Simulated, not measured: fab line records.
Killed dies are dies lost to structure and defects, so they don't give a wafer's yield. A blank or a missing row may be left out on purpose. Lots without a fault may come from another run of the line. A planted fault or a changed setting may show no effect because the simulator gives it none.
Chamber matching -- flow sky130 -- cmp-01 running SKY_VIA3_CMP_24: 4 sister chambers
The step polishes, stops on SiO2, t overpolish 20 s, target thk 0 nm. 7 wafers are shown with their chamber, then 6 later ones without.

WAFERS WITH THEIR CHAMBER
wafer,chamber,motor_current_A (A),time_to_endpoint_s (s)
L628.4,3,11.6,96
L630.6,3,11.4,100
L631.1,1,10.8,96
L631.2,2,10.3,95
L631.4,0,10.2,101
L634.1,1,10.6,97
L634.2,0,10.2,105

WAFERS WITHOUT THEIR CHAMBER
wafer,motor_current_A (A),time_to_endpoint_s (s)
L634.5,10.5,93
L637.2,12.1,100
L637.3,10.2,105
L637.4,10.5,89
L639.4,11.2,95
L639.5,10.6,92

WHICH CHAMBER EACH ONE RAN IN
wafer,from the rows above,in truth
L634.5,can't be placed: 2 or 1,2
L637.2,3,3
L637.3,0,0
L637.4,can't be placed: 2 or 1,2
L639.4,can't be placed: 3 or 1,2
L639.5,can't be placed: 1 or 2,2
2 of 6 placed correctly. Can't be placed from these rows: 4 (the true chamber is among the candidates in 3). 0 placed wrongly.
How it was worked out, from the rows above alone: a wafer's distance from a chamber is the root of the sum, over the readings, of the square of ((its reading less the chamber's mean) divided by the reading's scatter). If the next closest chamber is less than 2 further off than the closest, the wafer can't be placed; otherwise it belongs to the closest. Each chamber's mean is taken over the wafers shown for it. The scatter: take each reading less its chamber's mean, square it, sum over the shown wafers, divide by the number of wafers less the number of chambers, and take the root.
